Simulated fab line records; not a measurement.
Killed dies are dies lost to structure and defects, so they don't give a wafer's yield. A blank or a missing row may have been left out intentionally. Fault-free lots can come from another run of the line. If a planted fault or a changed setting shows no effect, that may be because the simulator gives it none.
fab line records / flow gf180mcu
record lots=5 wafers=15 lastDay=34
route steps=602 shown M3@413
lots untouched by any fault: they come from a run of this same line in which no faults occurred
startH: start of the lot's first displayed wafer, in hours after the record's first day / waitH: hours from the lot's prior step to this one / " same as the row above / L1.1+2: a row that stands for several wafers / - no value, or no start was given / * or withheld: withheld / < > ~ a bound
route shown NAME@n: NAME is a module with steps in the file, n the number in the route of the first one / usual: average and standard deviation across the fault-free wafers / same: alike in all rows / chamber/n: place in a boat / sites: each site's reading / _std_site: their standard deviation / _edge_site: inner sites' mean taken away from outer sites' mean / radiusMm: for every site, how far away it sits from the centre of the wafer / mask NAME#n: copy n / behind: the tool/chamber that last shaped the wafer / hold: reason for holding the lot/hours on hold/outcome of the hold / device: whichever transistor did not switch (one of n, p or np) / end of line: tests run on the same wafers once the route is complete / where a step has no rows: the recipe by itself / killed: not the wafer's yield, but the dies lost to structure and defects at the first sort / map: shows each die of a wafer: x if killed, . if not, _ if none is there
set.NAME: the run value of the setting; set.NAME@STEP: its run value at that earlier step / model.NAME: the simulator's own value behind a step, which no gauge read
lots at selected steps of the route; one table per step, one row per wafer
services: from which hour (startH, from the record's first day; less than 0 if before it) a tool's chamber was out of use, for how many hours, and why
## steps
# step GF_M3_SPUTTER_04
# recipe material=TiN targetThkNm=50 powerW=6500 timeS=41.7 chamberPressurePa=0.4
# usual chamberPressurePa=0.4001/0.0008 throttleValvePct=29.9/1
# same timeS=41.7
lot.wafer=L201.2 tool=pvdSputter-03 chamber=- startH=487.01 waitH=0.0 chamberPressurePa=0.4016 throttleValvePct=28.7
lot.wafer=L201.3 tool=pvdSputter-03 chamber=- startH=487.01 waitH=0.0 chamberPressurePa=0.3985 throttleValvePct=29.3
lot.wafer=L201.4 tool=pvdSputter-03 chamber=- startH=487.01 waitH=0.0 chamberPressurePa=0.3999 throttleValvePct=31.2
lot.wafer=L202.2 tool=pvdSputter-01 chamber=- startH=499.86 waitH=0.0 chamberPressurePa=0.4011 throttleValvePct=29.9
lot.wafer=L202.5 tool=pvdSputter-01 chamber=- startH=499.86 waitH=0.0 chamberPressurePa=0.4003 throttleValvePct=28.6
lot.wafer=L202.6 tool=pvdSputter-01 chamber=- startH=499.86 waitH=0.0 chamberPressurePa=0.3997 throttleValvePct=30.1
lot.wafer=L209.1 tool=pvdSputter-01 chamber=- startH=559.84 waitH=0.0 chamberPressurePa=0.4009 throttleValvePct=30.0
lot.wafer=L209.5 tool=pvdSputter-01 chamber=- startH=559.84 waitH=0.0 chamberPressurePa=0.4005 throttleValvePct=28.4
lot.wafer=L209.6 tool=pvdSputter-01 chamber=- startH=559.84 waitH=0.0 chamberPressurePa=0.3998 throttleValvePct=30.0
lot.wafer=L217.1 tool=pvdSputter-03 chamber=- startH=632.50 waitH=0.0 chamberPressurePa=0.3995 throttleValvePct=30.6
lot.wafer=L217.3 tool=pvdSputter-03 chamber=- startH=632.50 waitH=0.0 chamberPressurePa=0.4006 throttleValvePct=28.7
lot.wafer=L217.4 tool=pvdSputter-03 chamber=- startH=632.50 waitH=0.0 chamberPressurePa=0.4008 throttleValvePct=31.1
lot.wafer=L219.1 tool=pvdSputter-01 chamber=- startH=641.73 waitH=0.0 chamberPressurePa=0.3998 throttleValvePct=30.0
lot.wafer=L219.2 tool=pvdSputter-01 chamber=- startH=641.73 waitH=0.0 chamberPressurePa=0.3994 throttleValvePct=29.8
lot.wafer=L219.3 tool=pvdSputter-01 chamber=- startH=641.73 waitH=0.0 chamberPressurePa=0.3989 throttleValvePct=28.7
# step GF_M3_RS_MEAS_05
# recipe thkMeasGauge=four-point-probe reads=TiN_of_M3_SPUTTER_04+Ti_of_M3_SPUTTER_03+AlCu_of_M3_SPUTTER_02+TiN_of_M3_SPUTTER_01+Ti_of_M3_SPUTTER_00
# usual M3_ALCU_RS=0.0695/0.00058
lot.wafer=L201.2 tool=filmMetro-03 chamber=- startH=487.07 waitH=0.0 M3_ALCU_RS[ohm/sq]=0.0705
lot.wafer=L201.3 tool=filmMetro-03 chamber=- startH=487.07 waitH=0.0 M3_ALCU_RS[ohm/sq]=0.0707
lot.wafer=L201.4 tool=filmMetro-03 chamber=- startH=487.07 waitH=0.0 M3_ALCU_RS[ohm/sq]=0.0703
lot.wafer=L202.2 tool=filmMetro-01 chamber=- startH=499.92 waitH=0.0 M3_ALCU_RS[ohm/sq]=0.0704
lot.wafer=L202.5 tool=filmMetro-01 chamber=- startH=499.92 waitH=0.0 M3_ALCU_RS[ohm/sq]=0.0705
lot.wafer=L202.6 tool=filmMetro-01 chamber=- startH=499.92 waitH=0.0 M3_ALCU_RS[ohm/sq]=0.0705
lot.wafer=L209.1 tool=filmMetro-03 chamber=- startH=559.88 waitH=0.0 M3_ALCU_RS[ohm/sq]=0.0690
lot.wafer=L209.5 tool=filmMetro-03 chamber=- startH=559.88 waitH=0.0 M3_ALCU_RS[ohm/sq]=0.0691
lot.wafer=L209.6 tool=filmMetro-03 chamber=- startH=559.88 waitH=0.0 M3_ALCU_RS[ohm/sq]=0.0693
lot.wafer=L217.1 tool=filmMetro-03 chamber=- startH=632.54 waitH=0.0 M3_ALCU_RS[ohm/sq]=0.0700
lot.wafer=L217.3 tool=filmMetro-03 chamber=- startH=632.54 waitH=0.0 M3_ALCU_RS[ohm/sq]=0.0704
lot.wafer=L217.4 tool=filmMetro-03 chamber=- startH=632.54 waitH=0.0 M3_ALCU_RS[ohm/sq]=0.0706
lot.wafer=L219.1 tool=filmMetro-03 chamber=- startH=641.77 waitH=0.0 M3_ALCU_RS[ohm/sq]=0.0696
lot.wafer=L219.2 tool=filmMetro-03 chamber=- startH=641.77 waitH=0.0 M3_ALCU_RS[ohm/sq]=0.0695
lot.wafer=L219.3 tool=filmMetro-03 chamber=- startH=641.77 waitH=0.0 M3_ALCU_RS[ohm/sq]=0.0700
# step GF_M3_THK_MEAS_06
# recipe thkMeasGauge=xrf reads=AlCu_of_M3_SPUTTER_02
# usual M3_ALCU_THK=453/4.8
lot.wafer=L201.2 tool=filmMetro-03 chamber=- startH=487.18 waitH=0.1 M3_ALCU_THK[nm]=452
lot.wafer=L201.3 tool=filmMetro-03 chamber=- startH=487.18 waitH=0.1 M3_ALCU_THK[nm]=448
lot.wafer=L201.4 tool=filmMetro-03 chamber=- startH=487.18 waitH=0.1 M3_ALCU_THK[nm]=453
lot.wafer=L202.2 tool=filmMetro-01 chamber=- startH=500.03 waitH=0.1 M3_ALCU_THK[nm]=445
lot.wafer=L202.5 tool=filmMetro-01 chamber=- startH=500.03 waitH=0.1 M3_ALCU_THK[nm]=446
lot.wafer=L202.6 tool=filmMetro-01 chamber=- startH=500.03 waitH=0.1 M3_ALCU_THK[nm]=442
lot.wafer=L209.1 tool=filmMetro-03 chamber=- startH=560.00 waitH=0.1 M3_ALCU_THK[nm]=461
lot.wafer=L209.5 tool=filmMetro-03 chamber=- startH=560.00 waitH=0.1 M3_ALCU_THK[nm]=462
lot.wafer=L209.6 tool=filmMetro-03 chamber=- startH=560.00 waitH=0.1 M3_ALCU_THK[nm]=459
lot.wafer=L217.1 tool=filmMetro-03 chamber=- startH=632.66 waitH=0.1 M3_ALCU_THK[nm]=450
lot.wafer=L217.3 tool=filmMetro-03 chamber=- startH=632.66 waitH=0.1 M3_ALCU_THK[nm]=450
lot.wafer=L217.4 tool=filmMetro-03 chamber=- startH=632.66 waitH=0.1 M3_ALCU_THK[nm]=446
lot.wafer=L219.1 tool=filmMetro-03 chamber=- startH=641.89 waitH=0.1 M3_ALCU_THK[nm]=454
lot.wafer=L219.2 tool=filmMetro-03 chamber=- startH=641.89 waitH=0.1 M3_ALCU_THK[nm]=453
lot.wafer=L219.3 tool=filmMetro-03 chamber=- startH=641.89 waitH=0.1 M3_ALCU_THK[nm]=451
# step GF_M3_DEHYDRATE_07
# recipe tempC=200 timeS=60
# step GF_M3_HMDS_08
# recipe primeTimeS=60 primeTempC=120
# step GF_M3_COAT_09
# recipe resist=KrF spinRpm=withheld resistThkNm=1000
# step GF_M3_SOFTBAKE_10
# recipe tempC=130 timeS=60 resist=KrF
# step GF_M3_EXPOSE_11
# recipe maskId=Metal3 targetCdNm=280 na=0.68 sourceShape=conventional sigmaOuter=0.6 doseMj=28
# step GF_M3_PEB_12
# recipe pebTempC=135 pebTimeS=90 resist=KrF
# step GF_M3_DEVELOP_13
# recipe developTimeS=60 devTempC=21
# step GF_M3_CD_MEAS_14
# recipe targetCdNm=280
# usual cdNm=280.2/1.3
lot.wafer=L201.2 tool=cdSem-01 chamber=- startH=510.74 waitH=0.1 cdNm=279.3
lot.wafer=L201.3 tool=cdSem-01 chamber=- startH=510.74 waitH=0.1 cdNm=280.0
lot.wafer=L201.4 tool=cdSem-01 chamber=- startH=510.74 waitH=0.1 cdNm=280.0
lot.wafer=L202.2 tool=cdSem-02 chamber=- startH=522.50 waitH=0.1 cdNm=282.0
lot.wafer=L202.5 tool=cdSem-02 chamber=- startH=522.50 waitH=0.1 cdNm=280.6
lot.wafer=L202.6 tool=cdSem-02 chamber=- startH=522.50 waitH=0.1 cdNm=281.7
lot.wafer=L209.1 tool=cdSem-02 chamber=- startH=580.89 waitH=0.1 cdNm=280.5
lot.wafer=L209.5 tool=cdSem-02 chamber=- startH=580.89 waitH=0.1 cdNm=278.0
lot.wafer=L209.6 tool=cdSem-02 chamber=- startH=580.89 waitH=0.1 cdNm=280.3
lot.wafer=L217.1 tool=cdSem-01 chamber=- startH=652.64 waitH=0.1 cdNm=279.1
lot.wafer=L217.3 tool=cdSem-01 chamber=- startH=652.64 waitH=0.1 cdNm=279.1
lot.wafer=L217.4 tool=cdSem-01 chamber=- startH=652.64 waitH=0.1 cdNm=278.1
lot.wafer=L219.1 tool=cdSem-02 chamber=- startH=661.08 waitH=0.1 cdNm=279.7
lot.wafer=L219.2 tool=cdSem-02 chamber=- startH=661.08 waitH=0.1 cdNm=280.5
lot.wafer=L219.3 tool=cdSem-02 chamber=- startH=661.08 waitH=0.1 cdNm=279.5
# step GF_M3_OVL_MEAS_15
# usual M3_OVL=1/6.4
lot.wafer=L201.2 tool=overlay-01 chamber=- startH=510.84 waitH=0.1 M3_OVL[nm]=4
lot.wafer=L201.3 tool=overlay-01 chamber=- startH=510.84 waitH=0.1 M3_OVL[nm]=1
lot.wafer=L201.4 tool=overlay-01 chamber=- startH=510.84 waitH=0.1 M3_OVL[nm]=4
lot.wafer=L202.2 tool=overlay-01 chamber=- startH=522.60 waitH=0.1 M3_OVL[nm]=0
lot.wafer=L202.5 tool=overlay-01 chamber=- startH=522.60 waitH=0.1 M3_OVL[nm]=0
lot.wafer=L202.6 tool=overlay-01 chamber=- startH=522.60 waitH=0.1 M3_OVL[nm]=0
lot.wafer=L209.1 tool=overlay-02 chamber=- startH=581.01 waitH=0.1 M3_OVL[nm]=2
lot.wafer=L209.5 tool=overlay-02 chamber=- startH=581.01 waitH=0.1 M3_OVL[nm]=6
lot.wafer=L209.6 tool=overlay-02 chamber=- startH=581.01 waitH=0.1 M3_OVL[nm]=7
lot.wafer=L217.1 tool=overlay-02 chamber=- startH=652.76 waitH=0.1 M3_OVL[nm]=-8
lot.wafer=L217.3 tool=overlay-02 chamber=- startH=652.76 waitH=0.1 M3_OVL[nm]=-9
lot.wafer=L217.4 tool=overlay-02 chamber=- startH=652.76 waitH=0.1 M3_OVL[nm]=3
lot.wafer=L219.1 tool=overlay-01 chamber=- startH=661.20 waitH=0.1 M3_OVL[nm]=12
lot.wafer=L219.2 tool=overlay-01 chamber=- startH=661.20 waitH=0.1 M3_OVL[nm]=4
lot.wafer=L219.3 tool=overlay-01 chamber=- startH=661.20 waitH=0.1 M3_OVL[nm]=2
# step GF_M3_METAL_ETCH_16
# recipe chemistry=Cl2/BCl3 maskMaterial=KrF targetDepthNm=750.8 stopOn=SiO2 pressureMtorr=8 icpW=800 biasW=140 Cl2_flow_sccm=80 bcl3FlowSccm=40 timeS=125.1
# usual drypumpMotorCurrentA=5.60/0.25 oesProductAu=0.989/0.0056 rfFwdPowerW=795.8/2.8 throttleValvePct=28.230/0.0095
# same timeS=125.1
lot.wafer=L201.2 tool=rieMetal-03 chamber=0 startH=510.87 waitH=0.0 drypumpMotorCurrentA=5.43 oesProductAu=0.991 rfFwdPowerW=796.4 rfHoursCounterH=4 throttleValvePct=28.231 model.KrF_of_M3_COAT_09.thkNm=684.6
lot.wafer=L201.3 tool=rieMetal-03 chamber=1 startH=510.87 waitH=0.0 drypumpMotorCurrentA=5.67 oesProductAu=0.987 rfFwdPowerW=798.0 rfHoursCounterH=- throttleValvePct=28.230 model.KrF_of_M3_COAT_09.thkNm=690.4
lot.wafer=L201.4 tool=rieMetal-03 chamber=0 startH=510.87 waitH=0.0 drypumpMotorCurrentA=5.47 oesProductAu=0.987 rfFwdPowerW=794.0 rfHoursCounterH=- throttleValvePct=28.223 model.KrF_of_M3_COAT_09.thkNm=683.4
lot.wafer=L202.2 tool=rieMetal-04 chamber=1 startH=522.63 waitH=0.0 drypumpMotorCurrentA=5.23 oesProductAu=0.991 rfFwdPowerW=803.1 rfHoursCounterH=5 throttleValvePct=28.237 model.KrF_of_M3_COAT_09.thkNm=677.7
lot.wafer=L202.5 tool=rieMetal-04 chamber=0 startH=522.63 waitH=0.0 drypumpMotorCurrentA=5.45 oesProductAu=0.994 rfFwdPowerW=801.8 rfHoursCounterH=- throttleValvePct=28.224 model.KrF_of_M3_COAT_09.thkNm=682.4
lot.wafer=L202.6 tool=rieMetal-04 chamber=1 startH=522.63 waitH=0.0 drypumpMotorCurrentA=5.21 oesProductAu=0.991 rfFwdPowerW=799.7 rfHoursCounterH=- throttleValvePct=28.237 model.KrF_of_M3_COAT_09.thkNm=677.7
lot.wafer=L209.1 tool=rieMetal-03 chamber=1 startH=581.04 waitH=0.0 drypumpMotorCurrentA=5.68 oesProductAu=0.982 rfFwdPowerW=797.1 rfHoursCounterH=7 throttleValvePct=28.228 model.KrF_of_M3_COAT_09.thkNm=684.9
lot.wafer=L209.5 tool=rieMetal-03 chamber=1 startH=581.04 waitH=0.0 drypumpMotorCurrentA=5.66 oesProductAu=0.894 rfFwdPowerW=792.3 rfHoursCounterH=- throttleValvePct=28.333 model.KrF_of_M3_COAT_09.thkNm=733.1
lot.wafer=L209.6 tool=rieMetal-03 chamber=0 startH=581.04 waitH=0.0 drypumpMotorCurrentA=5.40 oesProductAu=0.907 rfFwdPowerW=795.4 rfHoursCounterH=- throttleValvePct=28.310 model.KrF_of_M3_COAT_09.thkNm=727.6
lot.wafer=L217.1 tool=rieMetal-04 chamber=1 startH=652.79 waitH=0.0 drypumpMotorCurrentA=5.22 oesProductAu=0.991 rfFwdPowerW=797.0 rfHoursCounterH=8 throttleValvePct=28.230 model.KrF_of_M3_COAT_09.thkNm=685.1
lot.wafer=L217.3 tool=rieMetal-04 chamber=1 startH=652.79 waitH=0.0 drypumpMotorCurrentA=5.23 oesProductAu=0.993 rfFwdPowerW=800.4 rfHoursCounterH=- throttleValvePct=28.228 model.KrF_of_M3_COAT_09.thkNm=690
lot.wafer=L217.4 tool=rieMetal-04 chamber=0 startH=652.79 waitH=0.0 drypumpMotorCurrentA=5.47 oesProductAu=0.991 rfFwdPowerW=798.5 rfHoursCounterH=- throttleValvePct=28.230 model.KrF_of_M3_COAT_09.thkNm=686.2
lot.wafer=L219.1 tool=rieMetal-02 chamber=0 startH=661.23 waitH=0.0 drypumpMotorCurrentA=5.88 oesProductAu=0.981 rfFwdPowerW=795.2 rfHoursCounterH=8 throttleValvePct=28.226 model.KrF_of_M3_COAT_09.thkNm=686.8
lot.wafer=L219.2 tool=rieMetal-02 chamber=1 startH=661.23 waitH=0.0 drypumpMotorCurrentA=5.90 oesProductAu=0.991 rfFwdPowerW=796.7 rfHoursCounterH=15 throttleValvePct=28.234 model.KrF_of_M3_COAT_09.thkNm=684
lot.wafer=L219.3 tool=rieMetal-02 chamber=0 startH=661.23 waitH=0.0 drypumpMotorCurrentA=5.87 oesProductAu=0.984 rfFwdPowerW=795.3 rfHoursCounterH=- throttleValvePct=28.234 model.KrF_of_M3_COAT_09.thkNm=682
# step GF_M3_STRIP_17
# recipe chemistry=O2/N2 powerW=1400 pressureMtorr=1500 platenTempC=250 o2FlowSccm=3000 n2FlowSccm=300 overashFraction=0.5
# usual drypumpMotorCurrentA=6.0/0.46 heaterPowerW=321/50 oesProductAu=0.537/0.0048 stripTimeToEndpointS=7.39/0.046
# same overashFraction=0.5
lot.wafer=L201.2 tool=plasmaAsher-04 chamber=1 startH=511.00 waitH=0.1 drypumpMotorCurrentA=5.4 heaterPowerW=284 oesProductAu=0.533 rfHoursCounterH=67 stripTimeToEndpointS=7.38
lot.wafer=L201.3 tool=plasmaAsher-04 chamber=0 startH=511.00 waitH=0.1 drypumpMotorCurrentA=6.5 heaterPowerW=291 oesProductAu=0.540 rfHoursCounterH=- stripTimeToEndpointS=7.45
lot.wafer=L201.4 tool=plasmaAsher-04 chamber=1 startH=511.00 waitH=0.1 drypumpMotorCurrentA=5.4 heaterPowerW=285 oesProductAu=0.538 rfHoursCounterH=- stripTimeToEndpointS=7.37
lot.wafer=L202.2 tool=plasmaAsher-02 chamber=1 startH=522.76 waitH=0.1 drypumpMotorCurrentA=5.5 heaterPowerW=300 oesProductAu=0.532 rfHoursCounterH=42 stripTimeToEndpointS=7.30
lot.wafer=L202.5 tool=plasmaAsher-02 chamber=0 startH=522.76 waitH=0.1 drypumpMotorCurrentA=6.2 heaterPowerW=312 oesProductAu=0.538 rfHoursCounterH=- stripTimeToEndpointS=7.37
lot.wafer=L202.6 tool=plasmaAsher-02 chamber=1 startH=522.76 waitH=0.1 drypumpMotorCurrentA=5.5 heaterPowerW=297 oesProductAu=0.538 rfHoursCounterH=- stripTimeToEndpointS=7.32
lot.wafer=L209.1 tool=plasmaAsher-04 chamber=1 startH=581.17 waitH=0.1 drypumpMotorCurrentA=5.4 heaterPowerW=287 oesProductAu=0.541 rfHoursCounterH=73 stripTimeToEndpointS=7.37
lot.wafer=L209.5 tool=plasmaAsher-04 chamber=1 startH=581.17 waitH=0.1 drypumpMotorCurrentA=5.4 heaterPowerW=291 oesProductAu=0.552 rfHoursCounterH=- stripTimeToEndpointS=7.86
lot.wafer=L209.6 tool=plasmaAsher-04 chamber=0 startH=581.17 waitH=0.1 drypumpMotorCurrentA=6.5 heaterPowerW=295 oesProductAu=0.552 rfHoursCounterH=- stripTimeToEndpointS=7.80
lot.wafer=L217.1 tool=plasmaAsher-02 chamber=1 startH=652.92 waitH=0.1 drypumpMotorCurrentA=5.5 heaterPowerW=295 oesProductAu=0.538 rfHoursCounterH=56 stripTimeToEndpointS=7.39
lot.wafer=L217.3 tool=plasmaAsher-02 chamber=0 startH=652.92 waitH=0.1 drypumpMotorCurrentA=6.2 heaterPowerW=314 oesProductAu=0.535 rfHoursCounterH=- stripTimeToEndpointS=7.42
lot.wafer=L217.4 tool=plasmaAsher-02 chamber=1 startH=652.92 waitH=0.1 drypumpMotorCurrentA=5.5 heaterPowerW=306 oesProductAu=0.534 rfHoursCounterH=- stripTimeToEndpointS=7.39
lot.wafer=L219.1 tool=plasmaAsher-03 chamber=0 startH=661.36 waitH=0.1 drypumpMotorCurrentA=6.0 heaterPowerW=447 oesProductAu=0.538 rfHoursCounterH=109 stripTimeToEndpointS=7.41
lot.wafer=L219.2 tool=plasmaAsher-03 chamber=1 startH=661.36 waitH=0.1 drypumpMotorCurrentA=6.5 heaterPowerW=336 oesProductAu=0.547 rfHoursCounterH=109 stripTimeToEndpointS=7.38
lot.wafer=L219.3 tool=plasmaAsher-03 chamber=0 startH=661.36 waitH=0.1 drypumpMotorCurrentA=5.9 heaterPowerW=445 oesProductAu=0.548 rfHoursCounterH=- stripTimeToEndpointS=7.34
# step GF_M3_STRIP_18
# recipe chemistry=postEtchResidueRemover timeS=1200 tempC=72.5
## services
tool=pvdSputter-01 chamber=- startH=473.34 hours=8.7 kind=repair
tool=plasmaAsher-04 chamber=- startH=480.31 hours=2.8 kind=pm
tool=pvdSputter-03 chamber=- startH=483.00 hours=1.1 kind=repair
tool=plasmaAsher-02 chamber=- startH=491.69 hours=3.9 kind=repair
tool=rieMetal-03 chamber=1 startH=513.40 hours=28.5 kind=repair
tool=pvdSputter-03 chamber=- startH=516.40 hours=0.7 kind=repair
tool=rieMetal-02 chamber=1 startH=516.55 hours=48.8 kind=repair
tool=rieMetal-03 chamber=- startH=523.16 hours=2.8 kind=pm
tool=plasmaAsher-03 chamber=- startH=524.06 hours=2.4 kind=repair
tool=pvdSputter-03 chamber=- startH=532.08 hours=1.2 kind=repair
tool=plasmaAsher-04 chamber=- startH=535.88 hours=11.1 kind=repair
tool=rieMetal-02 chamber=- startH=541.78 hours=2.8 kind=pm
tool=rieMetal-04 chamber=- startH=549.42 hours=0.5 kind=repair
tool=rieMetal-04 chamber=- startH=568.94 hours=1.1 kind=repair
tool=pvdSputter-03 chamber=- startH=570.37 hours=10.8 kind=repair
tool=rieMetal-04 chamber=- startH=578.03 hours=14.8 kind=repair
tool=rieMetal-04 chamber=- startH=592.79 hours=14.6 kind=pm
tool=pvdSputter-01 chamber=- startH=594.80 hours=1.5 kind=repair
tool=plasmaAsher-02 chamber=- startH=602.35 hours=11.4 kind=repair
tool=pvdSputter-01 chamber=- startH=603.62 hours=1.2 kind=repair
tool=pvdSputter-01 chamber=3 startH=609.02 hours=- kind=consumableReplace:kit
tool=pvdSputter-01 chamber=3 startH=609.02 hours=18.0 kind=scheduledDown
tool=plasmaAsher-03 chamber=- startH=619.60 hours=0.3 kind=repair
tool=rieMetal-03 chamber=- startH=629.47 hours=2.4 kind=repair
## key
firstSign step=GF_M3_METAL_ETCH_16 reading=oesProductAu direction=down sigmas=16 usual=0.989 struck=0.900
effect step=GF_M3_METAL_ETCH_16 reading=throttleValvePct direction=up sigmas=9.6 usual=28.230 struck=28.321
effect step=GF_M3_STRIP_17 reading=stripTimeToEndpointS direction=up sigmas=9.8 usual=* struck=*
modelEffect step=GF_M3_METAL_ETCH_16 value=KrF_of_M3_COAT_09.thkNm without=682.3 struck=730.3
metAt GF_M3_METAL_ETCH_16
struckWafers L209.5,L209.6
sortLeftOut L209.5,L209.6
onsetBetween 510.87 581.04
fault kind=processParameterDrift tool=rieMetal-03 chamber=- onsetH=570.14 steps=GF_M3_METAL_ETCH_16 channel=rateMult offset=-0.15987 shape=step endH=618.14 scope=struckWafersOnly
# sortLeftOut: the simulated sort isn't trusted on such a fault, so these wafers' sort isn't shown, and their yield isn't known
